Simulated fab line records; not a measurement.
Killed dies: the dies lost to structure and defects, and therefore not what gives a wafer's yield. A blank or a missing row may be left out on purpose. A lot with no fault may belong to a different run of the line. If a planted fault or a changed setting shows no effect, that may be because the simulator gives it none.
Comparing a struck lot with a sound one -- flow sky130 -- 35 out of 708 route steps
Sound: the wafers L424.2, L424.3, L424.4. Struck: wafers L438.1, L438.4, L438.5. The cause is given at the end.
For every step that has rows: the tool of each side, followed by ch and its chambers, followed by its first start. Under that, the readings that differ: sound wafers -- struck wafers -- difference of the means -- sigmas: that difference in standard deviations of wafers without a fault.
alike: readings whose means differ by less than 2 such deviations, and words and numbers that are the same on both sides. not compared: withheld readings, readings that some wafer has no value for, bounds like >300 that may hide the same value, and numbers for which the record gives no deviation and whose values overlap.
Wherever a step has rows on one side only, a row that says differs or no value, or a row with sigmas, the two part there. When numbers do not overlap yet have no deviation, they are printed without sigmas and do not part them. A reading that every wafer of one side lacks parts them only if that side has two wafers or more.

first, 8 steps without rows for these wafers: SKY_NWELL_IMPLANT_24; SKY_NWELL_STRIP_25 (strips in O2/N2); SKY_NWELL_CLEAN_27 (cleans in SC1/SC2, time 150 s); SKY_NWELL_RTA_28 (time 30 s); SKY_VT_ADJUST_HVTP_DEHYDRATE_00 (time 60 s); SKY_VT_ADJUST_HVTP_HMDS_01 (prime time 60 s); SKY_VT_ADJUST_HVTP_COAT_02 (resist thk 1140 nm); SKY_VT_ADJUST_HVTP_SOFTBAKE_03 (time 60 s).
SKY_VT_ADJUST_HVTP_EXPOSE_04: exposes mask HVTPM, target cd 380 nm.
  sound on ilineStepper-02 ch 0, day 6 20:29; struck on ilineStepper-02 ch 0, day 11 05:08
reading,sound,struck,difference,sigmas
model.VT_ADJUST_HVTP.overlayXNm (nm),0.09321 0.09321 0.09321,-114.9 -114.9 -114.9,-115.0,
  alike: mask, exposureDoseMJCm2
then, 2 steps without rows for these wafers: SKY_VT_ADJUST_HVTP_PEB_05; SKY_VT_ADJUST_HVTP_DEVELOP_06 (develop time 60 s).
SKY_VT_ADJUST_HVTP_OVL_MEAS_08:
  struck on overlay-02, day 11 16:09; sound on overlay-02, day 7 05:29
reading,sound,struck,difference,sigmas
VT_ADJUST_HVTP_OVL (nm),-1.4 -0.1 0.7,-114.8 -115.1 -116.6,-115.2,-89
then, 20 steps without rows for these wafers: SKY_VT_ADJUST_HVTP_IMPLANT_09; SKY_VT_ADJUST_HVTP_STRIP_10 (strips in O2/N2); SKY_VT_ADJUST_LVTN_DEHYDRATE_00 (time 60 s); SKY_VT_ADJUST_LVTN_HMDS_01 (prime time 60 s); SKY_VT_ADJUST_LVTN_COAT_02 (resist thk 3000 nm); SKY_VT_ADJUST_LVTN_SOFTBAKE_03; SKY_VT_ADJUST_LVTN_EXPOSE_04 (exposes mask NWM COMPLEMENT LESS NATIVE, target cd 840 nm); SKY_VT_ADJUST_LVTN_PEB_05; SKY_VT_ADJUST_LVTN_DEVELOP_06 (develop time 60 s); SKY_VT_ADJUST_LVTN_IMPLANT_08; SKY_VT_ADJUST_LVTN_STRIP_09 (strips in O2/N2); SKY_VT_ADJUST_LVTN_DEHYDRATE_11 (time 60 s); SKY_VT_ADJUST_LVTN_HMDS_12 (prime time 60 s); SKY_VT_ADJUST_LVTN_COAT_13 (resist thk 1140 nm); SKY_VT_ADJUST_LVTN_SOFTBAKE_14 (time 60 s); SKY_VT_ADJUST_LVTN_EXPOSE_15 (exposes mask HVN STD DERIVED, target cd 600 nm); SKY_VT_ADJUST_LVTN_PEB_16; SKY_VT_ADJUST_LVTN_DEVELOP_17 (develop time 60 s); SKY_VT_ADJUST_LVTN_IMPLANT_19; SKY_VT_ADJUST_LVTN_STRIP_20 (strips in O2/N2).
-- the record jumps here: 24 days lie between the struck wafers' starts before and after (it left off in module VT_ADJUST_LVTN and takes up again in module LI_CONTACT, whose first step shown is number 376 of the route) --
SKY_LI_CONTACT_ETCH_14: etches BARC in N2/H2, stops on SiO2, time 45.9 s, target depth 60 nm.
  sound on rieDiel-04 ch 0,1,3, day 30 09:22; struck on rieDiel-04 ch 2,3, day 36 02:55
reading,sound,struck,difference,sigmas
model.LI_CONTACT.cdNm (nm),170.2 171 169.9,167.6 167.5 168.7,-2.4,
  alike: drypumpMotorCurrentA, oesProductAu, throttleValvePct
  not compared: rfHoursCounterH
SKY_LI_CONTACT_ETCH_15: etches PSG in C4F8/O2/Ar, stops on Si, target depth 600 nm.
  sound on rieDiel-04 ch 0,1,3, day 30 09:25; struck on rieDiel-04 ch 2,3, day 36 02:58
reading,sound,struck,difference,sigmas
model.LI_CONTACT.cdNm (nm),169.7 170.7 169.7,167.5 167.3 168.6,-2.2,
  alike: oesProductAu
-- the record jumps here: 15 days lie between the struck wafers' starts before and after (it left off in module LI_CONTACT and takes up again in module PAD_OPEN, whose first step shown is number 708 of the route) --
SKY_PAD_OPEN_PROBE_99:
  struck on prober-02, day 50 17:44; sound on prober-01, day 46 19:21
reading,sound,struck,difference,sigmas
model.etest.sramPfetLatch.driveUaUm,142.5 136.7 139.5,166.7 169.1 162.3,+26.5,
model.etest.pfet_01v8_hvt.driveUaUm,140.2 143.7 141.3,158.8 157.1 152.1,+14.3,
model.etest.liconNdiff.rcOhm,172.9 179.2 174.6,194.6 186.8 185.7,+13.5,
model.etest.liconPoly.rcOhm,145 151.2 151.4,160.3 157.1 158.8,+9.5,
model.etest.sramPfetLatch.offLog10AUm,-12.77 -12.9 -13.18,-11.28 -11.29 -11.2,+1.69,
model.etest.pfet_01v8_hvt.offLog10AUm,-13.16 -13.12 -13.23,-12.26 -12.37 -12.39,+0.83,
  alike: killed_at_M0_to_M3, killed_at_M4_up, killedAtContacts, killedAtFrontEnd, killedAtOther, killedDies, killedOpen, killedShort
  not compared: model.etest.liconPdiff.rcOhm, model.etest.liconHighPo.rcOhm

WHERE THEY PART
At SKY_VT_ADJUST_HVTP_OVL_MEAS_08 and nowhere else, as far as this record goes. Later steps at which nothing parts them and some readings are alike: SKY_LI_CONTACT_ETCH_14, SKY_LI_CONTACT_ETCH_15, SKY_PAD_OPEN_PROBE_99.

WHY: the cause the simulator had injected
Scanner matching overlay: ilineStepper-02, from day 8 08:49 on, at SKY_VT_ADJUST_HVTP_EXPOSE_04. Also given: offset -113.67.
